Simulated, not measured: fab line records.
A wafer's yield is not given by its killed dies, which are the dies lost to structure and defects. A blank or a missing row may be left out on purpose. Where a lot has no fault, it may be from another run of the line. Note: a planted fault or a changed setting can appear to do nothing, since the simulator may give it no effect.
Which tool did it?    flow gf180mcu    14 lots, 42 wafers sampled, at 5 steps of a route of 602

== WHAT THE GAUGES READ, wafer by wafer ==
GF_NSD_TW_MEAS_12. Usual: for NSD_TW the level is 4259 and the standard deviation is 24.
lot   measured      on            NSD_TW          flag
L143  day 13 10:50  filmMetro-04  4258 4255 4256  
L144  day 13 18:54  filmMetro-04  4259 4252 4250  
L145  day 14 01:33  filmMetro-01  4274 4278 4253  
L146  day 14 16:16  filmMetro-01  4226 4261 4233  
L148  day 15 06:32  filmMetro-04  4277 4269 4252  
L151  day 16 23:22  filmMetro-01  4205 4214 4240  
L152  day 17 02:13  filmMetro-04  4273 4268 4258  
L153  day 17 17:21  filmMetro-04  4281 4261 4272  
L155  day 18 04:31  filmMetro-04  4281 4276 4247  
L157  day 18 11:41  filmMetro-03  4236 4259 4236  
L160  day 19 13:16  filmMetro-03  4278 4261 4268  
L159  day 19 15:20  filmMetro-04  4286 4250 4260  
L164  day 20 23:24  filmMetro-03  4261 4247 4258  
L165  day 21 06:01  filmMetro-03  4276 4291 4284  

GF_PSD_CD_MEAS_07: the cd target is 400 nm. Usual: cdNm 400.1 nm, standard deviation 2.
lot   measured      on        cdNm (nm)          flag
L143  day 14 06:58  cdSem-01  400.1 400.0 402.5  
L144  day 14 15:35  cdSem-02  400.6 400.8 397.8  
L145  day 14 22:04  cdSem-02  397.2 399.2 395.4  
L146  day 15 12:15  cdSem-02  399.4 401.4 398.8  
L148  day 16 04:28  cdSem-01  397.6 396.4 396.2  
L151  day 17 22:01  cdSem-02  402.9 402.0 402.8  
L152  day 18 01:14  cdSem-02  403.0 400.1 400.2  
L153  day 18 16:49  cdSem-01  402.0 401.3 402.0  
L155  day 19 04:20  cdSem-01  397.0 397.6 399.6  
L157  day 19 10:55  cdSem-02  399.9 399.5 401.8  
L160  day 20 13:00  cdSem-02  - - -              OFF
L159  day 20 15:11  cdSem-02  - - -              OFF
L164  day 21 23:08  cdSem-02  401.3 404.2 401.9  
L165  day 22 05:37  cdSem-01  402.1 402.0 402.2  

GF_SAB_OVL_MEAS_10. Usual: for SAB_OVL the level is -0.6 nm and the standard deviation is 1.2.
lot   measured      on          SAB_OVL (nm)    flag
L143  day 15 04:17  overlay-01  -0.2 0.0 -0.4   
L144  day 15 13:49  overlay-02  0.5 -1.0 -0.2   
L145  day 15 20:30  overlay-02  -0.6 -0.1 -2.5  
L146  day 16 15:17  overlay-02  -0.3 -0.7 -2.0  
L148  day 17 03:24  overlay-02  -3.4 -2.1 -3.3  
L151  day 18 22:59  overlay-01  0.8 -1.6 1.3    
L152  day 19 01:49  overlay-01  1.6 0.9 2.2     
L153  day 19 18:09  overlay-01  -1.5 -1.7 -1.0  
L155  day 20 04:45  overlay-01  1.0 -0.1 0.7    
L157  day 20 11:27  overlay-01  -1.7 0.0 -2.2   
L160  day 21 13:30  overlay-01  0.0 -1.0 0.0    
L159  day 21 15:45  overlay-02  -2.5 -1.6 -1.0  
L164  day 22 22:49  overlay-02  -0.7 -1.2 -1.0  
L165  day 23 05:32  overlay-02  0.7 0.3 -0.2    

== EACH LOT AND THE TOOL THAT RAN IT (in order: tool; ch and the chambers of the sampled wafers; start) ==
lot   GF_VT_IMPLANT_STRIP_42               GF_PSD_COAT_02
L143  plasmaAsher-03 ch 0,1, day 7 16:56   lithoTrack-03 ch 0, day 13 20:36
L144  plasmaAsher-04 ch 0,1, day 7 21:46   lithoTrack-03 ch 0, day 14 04:58
L145  plasmaAsher-03 ch 0,1, day 8 06:11   lithoTrack-01 ch 0, day 14 11:41
L146  plasmaAsher-02 ch 0,1, day 8 15:02   lithoTrack-03 ch 0, day 15 01:43
L148  plasmaAsher-02 ch 0,1, day 9 02:50   lithoTrack-03 ch 0, day 15 17:01
L151  plasmaAsher-02 ch 1, day 10 14:24    lithoTrack-01 ch 0, day 17 10:49
L152  plasmaAsher-02 ch 0,1, day 10 15:41  lithoTrack-03 ch 0, day 17 13:36
L153  plasmaAsher-03 ch 0,1, day 11 01:59  lithoTrack-04 ch 0, day 18 05:03
L155  plasmaAsher-03 ch 0,1, day 11 13:35  lithoTrack-03 ch 0, day 18 16:13
L157  plasmaAsher-04 ch 0,1, day 11 14:41  lithoTrack-04 ch 0, day 18 22:39
L160  plasmaAsher-02 ch 0,1, day 12 14:25  lithoTrack-03, day 20 00:43
L159  plasmaAsher-04 ch 0,1, day 12 15:41  lithoTrack-03, day 20 02:33
L164  plasmaAsher-03 ch 0,1, day 13 17:44  lithoTrack-03 ch 0, day 21 11:05
L165  plasmaAsher-02 ch 1, day 14 00:31    lithoTrack-03 ch 0, day 21 17:53
- GF_VT_IMPLANT_STRIP_42: strips in O2/N2.
- GF_PSD_COAT_02: resist thk 1000 nm.

== WHAT THE TOOLS THEMSELVES READ (means of the sampled wafers that have a number; where no wafer has one, the mark that the record gives instead) ==
GF_VT_IMPLANT_STRIP_42. Usual: drypumpMotorCurrentA 5.8 A, standard deviation 0.48; heaterPowerW 341 W, standard deviation 24; oesProductAu 0.716 a.u., standard deviation 0.0044; stripTimeToEndpointS 12.62 s, standard deviation 0.035.
lot   tool            drypumpMotorCurrentA (A)  heaterPowerW (W)  oesProductAu (a.u.)  stripTimeToEndpointS (s)  flag
L143  plasmaAsher-03  6.2                       327               0.716                12.62                     
L144  plasmaAsher-04  5.1                       291               0.716                12.61                     
L145  plasmaAsher-03  6.2                       327               0.715                12.62                     
L146  plasmaAsher-02  5.5                       363               0.719                12.61                     
L148  plasmaAsher-02  5.5                       363               0.717                12.59                     
L151  plasmaAsher-02  6.0                       359               0.713                12.62                     
L152  plasmaAsher-02  5.8                       362               0.721                12.56                     
L153  plasmaAsher-03  6.2                       343               0.719                12.60                     
L155  plasmaAsher-03  6.2                       336               0.715                12.63                     
L157  plasmaAsher-04  5.4                       299               0.717                12.67                     
L160  plasmaAsher-02  5.8                       362               0.715                12.64                     
L159  plasmaAsher-04  5.1                       291               0.714                12.66                     
L164  plasmaAsher-03  6.2                       330               0.714                12.60                     
L165  plasmaAsher-02  6.0                       353               0.714                12.65                     

GF_PSD_COAT_02. Usual: chillPlateTempC 22.99 C, standard deviation 0.11; dispensePressureKPa 51.5 kPa, standard deviation 2.6; exhaustPa 44.9 Pa, standard deviation 0.8.
lot   tool           chillPlateTempC (C)  dispensePressureKPa (kPa)  exhaustPa (Pa)  flag
L143  lithoTrack-03  23.01                53.3                       44.6            
L144  lithoTrack-03  23.12                53.3                       45.5            
L145  lithoTrack-01  22.89                47.0                       45.5            
L146  lithoTrack-03  23.03                53.3                       43.7            
L148  lithoTrack-03  22.89                53.3                       45.2            
L151  lithoTrack-01  22.96                47.0                       44.7            
L152  lithoTrack-03  23.08                53.3                       45.7            
L153  lithoTrack-04  22.93                52.5                       44.5            
L155  lithoTrack-03  22.88                53.3                       45.6            
L157  lithoTrack-04  22.99                52.6                       44.0            
L160  lithoTrack-03  -                    -                          -               OFF
L159  lithoTrack-03  -                    -                          -               OFF
L164  lithoTrack-03  22.96                53.3                       44.3            
L165  lithoTrack-03  23.03                53.3                       44.6            

== THE ANSWER, worked out from the rows above alone ==
Rule: take the mean of a lot's wafers that have a number; if it is more than 3 standard deviations from the usual mean, the lot is off. A lot without any number at a reading at which 4 lots or more have one is off too. Any other lot the step has rows for is counted as sound. After the gauges, taken in route order, come the tools' own readings; for these a lot's mean is taken, as printed above. The first step at which some lot is off is used, and at that step the reading that is off furthest; a lot without a number counts as furthest.
Off: L160, L159, at GF_PSD_CD_MEAS_07 (cdNm). Without a number there: L160, L159.
If a tool, at a process step before that reading, ran all the lots that are off and no sound lot after the first of them, it fits. Not tried: the gauges at GF_PSD_CD_MEAS_07; whatever is off there is also off at GF_PSD_COAT_02, on other tools, and gauge error can't account for it. Not one of the candidates tried fits.

== WHAT HAD BEEN PUT IN BY THE SIMULATOR ==
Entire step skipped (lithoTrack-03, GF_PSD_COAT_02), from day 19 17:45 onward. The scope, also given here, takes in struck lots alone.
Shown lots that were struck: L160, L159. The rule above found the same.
